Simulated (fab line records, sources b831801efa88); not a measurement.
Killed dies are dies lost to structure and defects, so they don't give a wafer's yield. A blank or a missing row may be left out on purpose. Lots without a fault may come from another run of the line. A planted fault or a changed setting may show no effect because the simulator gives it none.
fab line records | flow sky130
record lots=11 wafers=33 last_day=50
route steps=708 shown METAL1@454 VIA1@479 METAL2@487 PAD_OPEN@708
lots that met no fault: from a run of the same line without faults
start_h: hours from the record's first day to the start of the lot's first wafer shown | wait_h: hours since the lot's step before | " the same as in the row above | L1.1+2: a row that stands for several wafers | - no value, or no start given | * or withheld: withheld | < > ~ a bound
route shown NAME@n: a module of which the file shows steps, and the number in the route of the first | usual: mean/standard deviation of fault-free wafers | same: alike in all rows | chamber/n: place in a boat | sites: the reading at each site | _std_site: their standard deviation | _edge_site: outer sites' mean less inner sites' | radius_mm: how far each site lies from the wafer's centre | mask NAME#n: copy n | behind: the tool/chamber that last shaped the wafer | hold: why the lot was held/for how many hours/how that ended | device: the transistor (n, p or np) that didn't switch | end of line: the same wafers' tests at the end of the route | a step without rows: its recipe alone | killed: dies lost to structure and defects at the first sort, not the wafer's yield | map: a wafer's dies, x killed, . not, _ none there
set.NAME: the setting as run; set.NAME@STEP: as run at that earlier step | model.NAME: the simulator's own value behind a step, which no gauge read
steps of the route over a sample of lots; a table a step, a row a wafer
services: from which hour (start_h, from the record's first day; less than 0 if before it) a tool's chamber was out of use, for how many hours, and why
## steps
# step SKY_METAL1_STRIP_20
# recipe chemistry=O2/N2 power_w=1400 pressure_mtorr=1500 platen_temp_c=withheld o2_flow_sccm=3000 n2_flow_sccm=300 overash_fraction=0.5
# usual drypump_motor_current_A=5.6/0.5 n2_flow_sccm=299.9/0.81 oes_product_au=0.344/0.0048 strip_time_to_endpoint_s=2.72/0.051
# columns lot.wafer tool chamber start_h wait_h drypump_motor_current_A n2_flow_sccm oes_product_au rf_hours_counter_h strip_time_to_endpoint_s
L888.2 plasma_asher-04 0 771.61 0.1 5.2 299.4 0.349 88 2.76
L888.3 " 1 " " 5.2 299.4 0.341 - 2.75
L888.4 " 0 " " 5.2 298.8 0.338 - 2.72
L890.1 plasma_asher-04 0 795.07 0.1 5.2 300.9 0.354 91 2.73
L890.2 " 1 " " 5.2 300.3 0.341 91 2.63
L890.4 " 1 " " 5.2 299.9 0.344 - 2.65
L891.2 plasma_asher-02 1 797.44 0.1 5.4 300.1 0.342 5 2.72
L891.3 " 0 " " 5.7 298.6 0.337 - 2.73
L891.4 " 1 " " 5.4 300.1 0.351 - 2.75
L902.2 plasma_asher-02 0 874.80 0.1 5.7 299.1 0.344 13 2.73
L902.3 " 1 " " 5.4 298.4 0.344 - 2.68
L902.6 " 0 " " 5.7 300.7 0.342 - 2.68
L904.1 plasma_asher-02 1 889.75 0.1 5.4 300.2 0.346 14 2.70
L904.3 " 0 " " 5.7 299.9 0.341 - 2.70
L904.6 " 1 " " 5.4 300.9 0.337 - 2.69
L905.2 plasma_asher-04 0 897.72 0.1 5.2 300.5 0.345 101 2.81
L905.3 " 1 " " 5.2 299.9 0.351 - 2.81
L905.6 " 0 " " 5.2 299.0 0.353 - 2.82
L906.1 plasma_asher-02 1 909.72 0.1 5.4 298.4 0.343 17 2.73
L906.4 " 0 " " 5.7 299.9 0.351 - 2.73
L906.6 " 1 " " 5.4 298.3 0.346 - 2.76
L907.2 plasma_asher-04 1 910.22 0.1 5.2 299.6 0.343 102 2.77
L907.4 " 0 " " 5.2 300.9 0.342 - 2.78
L907.5 " 1 " " 5.1 300.4 0.346 - 2.65
L908.2 plasma_asher-04 1 926.00 0.1 5.2 299.2 0.345 104 2.76
L908.5 " 1 " " 5.2 300.5 0.342 - 2.70
L908.6 " 0 " " 5.2 300.0 0.349 - 2.77
L910.3 plasma_asher-02 1 929.54 0.1 5.4 301.0 0.338 - 2.72
L910.4 " 0 " " 5.7 299.0 0.342 - 2.73
L910.5 " 0 " " 5.7 300.2 0.352 - 2.70
L911.1 plasma_asher-02 0 932.12 0.1 5.7 300.8 0.345 19 2.77
L911.4 " 1 " " 5.4 298.8 0.339 - 2.77
L911.6 " 1 " " 5.4 298.9 0.336 - 2.68
# step SKY_VIA1_CVD_21
# recipe material=W target_thk_nm=270 time_s=80.902 temp_c=400 pressure_torr=40
# usual heater_power_w=797/65
# columns lot.wafer tool chamber start_h wait_h heater_power_w since_wet_clean_h
L888.2 cvd_w-02 0 800.71 0.0 691 395
L888.3 " 1 " " 856 -
L888.4 " 0 " " 684 -
L890.1 cvd_w-01 1 823.98 0.0 874 920
L890.2 " 0 " " 812 920
L890.4 " 1 " " 895 -
L891.2 cvd_w-01 0 826.00 0.0 820 922
L891.3 " 0 " " 814 -
L891.4 " 1 " " 892 -
L902.2 cvd_w-02 0 902.74 0.0 687 497
L902.3 " 1 " " 862 -
L902.6 " 1 " " 838 -
L904.1 cvd_w-01 1 918.01 0.0 805 0
L904.3 " 0 " " 788 -
L904.6 " 0 " " 802 -
L905.2 cvd_w-01 0 925.02 0.0 800 7
L905.3 " 0 " " 795 -
L905.6 " 1 " " 772 -
L906.1 cvd_w-02 0 936.65 0.0 704 531
L906.4 " 1 " " 841 -
L906.6 " 0 " " 711 -
L907.2 cvd_w-01 1 937.00 0.0 814 19
L907.4 " 1 " " 802 -
L907.5 " 1 " " 806 -
L908.2 cvd_w-01 0 952.40 0.0 805 34
L908.5 " 0 " " 800 -
L908.6 " 1 " " 816 -
L910.3 cvd_w-01 1 955.46 0.1 802 -
L910.4 " 0 " " 806 -
L910.5 " 1 " " 806 -
L911.1 cvd_w-01 0 959.06 0.0 797 41
L911.4 " 1 " " 808 -
L911.6 " 1 " " 808 -
# step SKY_VIA1_RS_MEAS_22
# recipe thk_meas_gauge=four-point-probe reads=W_of_VIA1_CVD_21+TiN_of_VIA1_SPUTTER_20
# usual VIA1_W_RS=0.429/0.0058
# columns lot.wafer tool chamber start_h wait_h VIA1_W_RS[ohm/sq]
L888.2 film_metro-01 - 800.82 0.1 0.424
L888.3 " - " " 0.439
L888.4 " - " " 0.425
L890.1 film_metro-03 - 824.08 0.1 0.421
L890.2 " - " " 0.425
L890.4 " - " " 0.413
L891.2 film_metro-02 - 826.11 0.1 0.432
L891.3 " - " " 0.434
L891.4 " - " " 0.423
L902.2 film_metro-01 - 902.85 0.1 0.437
L902.3 " - " " 0.442
L902.6 " - " " 0.439
L904.1 film_metro-01 - 918.10 0.1 0.431
L904.3 " - " " 0.427
L904.6 " - " " 0.429
L905.2 film_metro-03 - 925.13 0.1 0.426
L905.3 " - " " 0.429
L905.6 " - " " 0.424
L906.1 film_metro-01 - 936.75 0.1 0.429
L906.4 " - " " 0.434
L906.6 " - " " 0.432
L907.2 film_metro-03 - 937.12 0.1 0.425
L907.4 " - " " 0.420
L907.5 " - " " 0.423
L908.2 film_metro-01 - 952.52 0.1 0.427
L908.5 " - " " 0.430
L908.6 " - " " 0.428
L910.3 film_metro-01 - 955.56 0.1 0.422
L910.4 " - " " 0.419
L910.5 " - " " 0.418
L911.1 film_metro-03 - 959.15 0.1 0.435
L911.4 " - " " 0.426
L911.6 " - " " 0.431
# step SKY_METAL2_SPUTTER_04
# recipe material=TiN target_thk_nm=70 power_w=6500 time_s=58.3 chamber_pressure_pa=0.4
# usual throttle_valve_pct=29.9/1.1
# columns lot.wafer tool chamber start_h wait_h throttle_valve_pct
L888.2 pvd_sputter-02 - 801.37 0.0 30.4
L888.3 " - " " 29.6
L888.4 " - " " 29.1
L890.1 pvd_sputter-04 - 824.65 0.0 29.6
L890.2 " - " " 29.6
L890.4 " - " " 29.4
L891.2 pvd_sputter-02 - 826.66 0.0 29.7
L891.3 " - " " 30.3
L891.4 " - " " 28.7
L902.2 pvd_sputter-01 - 903.40 0.0 31.6
L902.3 " - " " 30.2
L902.6 " - " " 31.1
L904.1 pvd_sputter-02 - 918.67 0.0 28.9
L904.3 " - " " 30.3
L904.6 " - " " 29.5
L905.2 pvd_sputter-02 - 925.78 0.0 28.8
L905.3 " - " " 31.1
L905.6 " - " " 30.6
L906.1 pvd_sputter-02 - 937.56 0.0 31.0
L906.4 " - " " 30.6
L906.6 " - " " 29.1
L907.2 pvd_sputter-01 - 937.86 0.0 31.4
L907.4 " - " " 29.9
L907.5 " - " " 29.8
L908.2 pvd_sputter-02 - 954.56 0.0 29.5
L908.5 " - " " 29.5
L908.6 " - " " 30.3
L910.3 pvd_sputter-02 - 957.11 0.0 30.2
L910.4 " - " " 29.8
L910.5 " - " " 31.0
L911.1 pvd_sputter-01 - 959.73 0.0 31.7
L911.4 " - " " 31.5
L911.6 " - " " 27.5
# step SKY_METAL2_RS_MEAS_05
# recipe thk_meas_gauge=four-point-probe reads=TiN_of_METAL2_SPUTTER_04+Ti_of_METAL2_SPUTTER_03+AlCu_of_METAL2_SPUTTER_02+TiN_of_METAL2_SPUTTER_01+Ti_of_METAL2_SPUTTER_00
# usual METAL2_ALCU_RS=0.1272/0.0017
# columns lot.wafer tool chamber start_h wait_h hold METAL2_ALCU_RS[ohm/sq]
L888.2 film_metro-04 - 801.44 0.0 - 0.1276
L888.3 " - " " - 0.1255
L888.4 " - " " - 0.1258
L890.1 film_metro-01 - 824.70 0.0 - 0.1240
L890.2 " - " " - 0.1259
L890.4 " - " " - 0.1233
L891.2 film_metro-01 - 826.73 0.0 await_dispo/0.2h/release 0.1299
L891.3 " - " " await_dispo/0.2h/release 0.1322
L891.4 " - " " await_dispo/0.2h/release 0.1277
L891.2 film_metro-01 - 827.02 0.3 - 0.1299
L891.3 " - " " - 0.1322
L891.4 " - " " - 0.1278
L902.2 film_metro-02 - 903.47 0.0 - 0.1268
L902.3 " - " " - 0.1260
L902.6 " - " " - 0.1273
L904.1 film_metro-04 - 918.72 0.0 - 0.1259
L904.3 " - " " - 0.1294
L904.6 " - " " - 0.1272
L905.2 film_metro-01 - 925.85 0.0 - 0.1277
L905.3 " - " " - 0.1271
L905.6 " - " " - 0.1304
L906.1 film_metro-04 - 937.61 0.0 - 0.1294
L906.4 " - " " - 0.1312
L906.6 " - " " - 0.1280
L907.2 film_metro-01 - 937.93 0.0 - 0.1259
L907.4 " - " " - 0.1257
L907.5 " - " " - 0.1251
L908.2 film_metro-04 - 954.67 0.1 - 0.1260
L908.5 " - " " - 0.1255
L908.6 " - " " - 0.1295
L910.3 film_metro-04 - 957.20 0.1 - 0.1294
L910.4 " - " " - 0.1267
L910.5 " - " " - 0.1286
L911.1 film_metro-02 - 959.77 0.0 - 0.1269
L911.4 " - " " - 0.1265
L911.6 " - " " - 0.1306
# step SKY_PAD_OPEN_PROBE_99
# usual defect_limited_yield=82.2/2 killed_at_M0_to_M3=45/7.2 killed_at_M4_up=3.0/1.8 killed_at_contacts=25/6.1 killed_at_front_end=14/4.4 killed_at_other=0.2/0.44 killed_dies=88/10 killed_open=48/7.4 killed_short=40/6.3 sort_bin_3_pad_short=0.9/0.41 sort_bin_5_function=10.6/1.5 sort_bin_6_memory=6.4/1.2 sort_n_pass=404/10 sort_yield_pct=82.2/2
# same gross_dies=492 killed_at_back_side=0 sort_bin_4_leakage[%]=0 sort_bin_8_speed[%]=0
# columns lot.wafer tool chamber start_h wait_h defect_limited_yield[%] killed_at_M0_to_M3 killed_at_M4_up killed_at_contacts killed_at_front_end killed_at_other killed_dies killed_open killed_short sort_bin_3_pad_short[%] sort_bin_5_function[%] sort_bin_6_memory[%] sort_n_pass sort_yield_pct[%]
L891.2 prober-01 - 1105.15 0.1 81.9 47 6 30 6 0 89 48 41 0.8 11.0 6.3 403 81.9
L891.3 prober-01 - 1105.20 0.2 81.3 49 4 26 13 0 92 54 38 1.2 10.0 7.5 400 81.3
L891.4 prober-01 - 1105.25 0.2 82.7 50 4 18 13 0 85 49 36 0.8 8.3 8.1 407 82.7
L902.2 prober-02 - 1160.95 0.1 81.3 47 2 28 14 1 92 54 38 0.2 12.0 6.5 400 81.3
L902.3 prober-02 - 1161.00 0.2 85.4 42 0 14 15 1 72 37 35 0.8 8.1 5.7 420 85.4
L902.6 prober-02 - 1161.15 0.2 81.3 52 3 30 7 0 92 56 36 1.4 9.8 7.5 400 81.3
L905.2 prober-02 - 1176.98 0.1 82.5 44 2 20 20 0 86 57 29 0.6 10.2 6.7 406 82.5
L905.3 prober-02 - 1177.03 0.2 83.9 42 4 19 14 0 79 47 32 1.2 10.6 4.3 413 83.9
L905.6 prober-02 - 1177.18 0.2 85.6 41 3 18 9 0 71 39 32 0.4 8.7 5.3 421 85.6
L908.2 prober-02 - 1195.64 0.1 82.3 44 4 25 14 0 87 51 36 1.2 9.1 7.3 405 82.3
L908.5 prober-02 - 1195.79 0.2 81.9 44 6 28 10 1 89 56 33 0.8 11.8 5.5 403 81.9
L908.6 prober-02 - 1195.84 0.2 84.8 37 1 19 18 0 75 39 36 1.2 8.5 5.5 417 84.8
# killed by level:class
L891.2 LI_CONTACT:geometric_particle:open=14 VIA1:geometric_particle:open=11 CONTACT:geometric_particle:short=6 VIA2:geometric_particle:open=6 VIA3:geometric_particle:short=6 METAL3:geometric_particle:short=5 VIA3:geometric_particle:open=5 LOCAL_INTERCONNECT:geometric_particle:short=4
L891.3 VIA2:geometric_particle:open=10 VIA1:geometric_particle:open=8 CONTACT:geometric_particle:open=8 VIA1:geometric_particle:short=7 LOCAL_INTERCONNECT:geometric_particle:short=6 METAL3:geometric_particle:short=5 LI_CONTACT:geometric_particle:short=4 LI_CONTACT:geometric_particle:open=4
L891.4 VIA2:geometric_particle:open=14 METAL1:geometric_particle:short=11 VIA1:geometric_particle:open=10 LI_CONTACT:geometric_particle:open=6 VIA1:geometric_particle:short=6 CONTACT:geometric_particle:open=5 METAL4:geometric_particle:short=4 FIELD_ISO:geometric_particle:open=3
L902.2 CONTACT:geometric_particle:open=11 VIA1:geometric_particle:open=10 VIA2:geometric_particle:open=10 VIA1:geometric_particle:short=8 CONTACT:geometric_particle:short=7 LI_CONTACT:geometric_particle:open=5 VIA3:geometric_particle:open=5 SPACER:geometric_particle:open=4
L902.3 VIA1:geometric_particle:open=10 VIA3:geometric_particle:open=7 LI_CONTACT:geometric_particle:open=5 VIA1:geometric_particle:short=5 FIELD_ISO:geometric_particle:short=4 FIELD_ISO:geometric_particle:open=4 POLY_GATE:geometric_particle:short=4 LOCAL_INTERCONNECT:geometric_particle:short=4
L902.6 VIA1:geometric_particle:open=16 CONTACT:geometric_particle:open=11 METAL2:geometric_particle:short=7 VIA3:geometric_particle:open=7 CONTACT:geometric_particle:short=6 LI_CONTACT:geometric_particle:open=6 VIA3:geometric_particle:short=5 FIELD_ISO:geometric_particle:open=4
L905.2 VIA2:geometric_particle:open=10 FIELD_ISO:geometric_particle:short=9 CONTACT:geometric_particle:open=9 VIA1:geometric_particle:open=9 VIA3:geometric_particle:open=9 FIELD_ISO:geometric_particle:open=7 LI_CONTACT:geometric_particle:open=6 METAL1:geometric_particle:open=3
L905.3 FIELD_ISO:geometric_particle:short=8 VIA3:geometric_particle:open=8 VIA1:geometric_particle:open=8 VIA2:geometric_particle:open=6 METAL3:geometric_particle:short=5 LI_CONTACT:geometric_particle:open=5 CONTACT:geometric_particle:open=5 METAL1:geometric_particle:short=4
L905.6 VIA1:geometric_particle:open=12 LI_CONTACT:geometric_particle:open=8 METAL2:geometric_particle:short=6 FIELD_ISO:geometric_particle:open=4 METAL3:geometric_particle:short=4 METAL1:geometric_particle:short=3 CONTACT:geometric_particle:short=3 CONTACT:geometric_particle:open=3
L908.2 VIA3:geometric_particle:open=12 VIA1:geometric_particle:open=12 CONTACT:geometric_particle:open=9 LOCAL_INTERCONNECT:geometric_particle:short=5 CONTACT:geometric_particle:short=5 FIELD_ISO:geometric_particle:open=4 POLY_GATE:geometric_particle:open=4 VIA1:geometric_particle:short=4
L908.5 CONTACT:geometric_particle:open=15 VIA1:geometric_particle:open=13 VIA3:geometric_particle:open=9 METAL2:geometric_particle:short=7 METAL4:geometric_particle:short=5 LOCAL_INTERCONNECT:geometric_particle:short=5 LI_CONTACT:geometric_particle:open=4 VIA2:geometric_particle:open=4
L908.6 VIA1:geometric_particle:short=7 VIA1:geometric_particle:open=7 FIELD_ISO:geometric_particle:open=6 VIA3:geometric_particle:open=6 CONTACT:geometric_particle:open=6 CONTACT:geometric_particle:short=5 LI_CONTACT:geometric_particle:open=4 METAL2:geometric_particle:short=4
## services
# columns tool chamber start_h hours kind
cvd_w-02 1 754.89 6.9 repair
cvd_w-01 0 792.74 4.7 repair
cvd_w-01 - 800.69 6.9 pm
pvd_sputter-01 - 811.31 12.5 repair
plasma_asher-02 - 812.97 2.8 pm
pvd_sputter-01 2 840.75 - consumable_replace:kit
pvd_sputter-01 2 840.75 18.0 scheduled_down
pvd_sputter-01 2 840.75 18.0 vent_cycle
pvd_sputter-04 - 841.51 1.9 repair
pvd_sputter-02 0 851.05 - consumable_replace:kit
pvd_sputter-02 0 851.05 18.0 scheduled_down
pvd_sputter-02 0 851.05 18.0 vent_cycle
pvd_sputter-01 - 878.44 4.8 repair
cvd_w-01 - 904.00 14.0 pm
cvd_w-01 0 904.00 14.0 vent_cycle
cvd_w-01 1 904.00 14.0 vent_cycle
cvd_w-01 0 918.00 - clean
cvd_w-01 1 918.00 - clean
pvd_sputter-01 1 953.44 - consumable_replace:kit
pvd_sputter-01 1 953.44 18.0 scheduled_down
pvd_sputter-01 1 953.44 18.0 vent_cycle
pvd_sputter-04 0 958.13 - consumable_replace:kit
pvd_sputter-04 0 958.13 18.0 scheduled_down
pvd_sputter-04 0 958.13 18.0 vent_cycle
## key
first_sign step=SKY_METAL2_RS_MEAS_05 reading=visit direction=added
effect none on later readings
met_at SKY_METAL2_SPUTTER_04
struck_lots L891
not_acting_at SKY_METAL1_STRIP_20,SKY_VIA1_CVD_21,SKY_VIA1_RS_MEAS_22
onset_between 801.37 826.66
fault kind=process_parameter_drift tool=pvd_sputter-02 chamber=- onset_h=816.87 steps=SKY_METAL2_SPUTTER_04 channel=time_s offset=* shape=step end_h=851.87 acts_in=* stated=*
